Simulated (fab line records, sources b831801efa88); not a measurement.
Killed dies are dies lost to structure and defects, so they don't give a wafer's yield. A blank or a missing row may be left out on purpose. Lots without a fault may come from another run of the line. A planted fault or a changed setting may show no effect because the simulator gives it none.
One fault seen from 2 desks | flow gf180mcu | each desk has only its own numbers; what lay behind them comes last

THE METROLOGY DESK
What the gauges read, lot by lot, whatever tool the lot ran on: means of the sampled wafers that have a number. A lot is out of limits, marked OUT, if its mean lies more than 4 standard deviations from the usual mean; the brackets give that distance.
Columns: A = TOP_METAL_ALCU_RS at GF_TOP_METAL_RS_MEAS_05, usual 0.0328 ohm/sq
lot  | first seen here | A
L502 | day 26 21:29    | 0.0332
L503 | day 27 02:44    | 0.0325
L504 | day 27 10:06    | 0.0328
L505 | day 28 01:37    | 0.0328
L506 | day 28 03:13    | 0.0324
L512 | day 30 11:08    | 0.0332
L514 | day 31 05:50    | 0.0326
L515 | day 31 14:12    | 0.0329
L524 | day 33 07:50    | 0.0327
L525 | day 33 22:03    | 0.0324
This desk's finding: nothing out of limits on any of the 10 lots.

THE TOOL OWNER'S DESK: cmp-01
The tool's own readings at GF_V5_CMP_26 (polishes, stops on SiO2, t overpolish 15 s, target thk 0 nm): means of the sampled wafers that have a number, for each lot that ran on this tool. A lot is out of limits, marked OUT, if its mean lies more than 4 standard deviations from the usual mean; the brackets give that distance.
Columns: A = edge_zone_pressure_frac at GF_V5_CMP_26, usual 1.000; B = head_pressure_psi at GF_V5_CMP_26, usual 3.500 psi; C = motor_current_A at GF_V5_CMP_26, usual 10.7 A; D = overpolish_run_s at GF_V5_CMP_26, usual 14.999 s; E = time_to_endpoint_s at GF_V5_CMP_26, usual 84 s
lot  | first seen here | A     | B     | C    | D      | E
L502 | day 26 21:04    | 1.001 | 3.498 | 11.1 | 14.999 | 82
L503 | day 27 02:11    | 1.003 | 3.503 | 10.9 | 14.995 | 79
L504 | day 27 09:34    | 0.996 | 3.499 | 11.5 | 14.996 | 85
L505 | day 28 01:07    | 1.005 | 3.504 | 11.0 | 14.990 | 85
L506 | day 28 02:40    | 0.999 | 3.503 | 11.4 | 14.990 | 85
L514 | day 31 05:17    | 0.998 | 3.508 | 10.5 | 14.999 | 82
L515 | day 31 13:40    | 1.004 | 3.500 | 10.5 | 14.994 | 80
L525 | day 33 21:32    | 1.001 | 3.503 | 10.5 | 14.997 | 83
This desk's finding: nothing out of limits on any of the 8 lots.

PUT TOGETHER
The metrology desk saw nothing out of limits.
The tool owner's desk saw nothing out of limits.

WHAT THE SIMULATOR HAD PUT IN
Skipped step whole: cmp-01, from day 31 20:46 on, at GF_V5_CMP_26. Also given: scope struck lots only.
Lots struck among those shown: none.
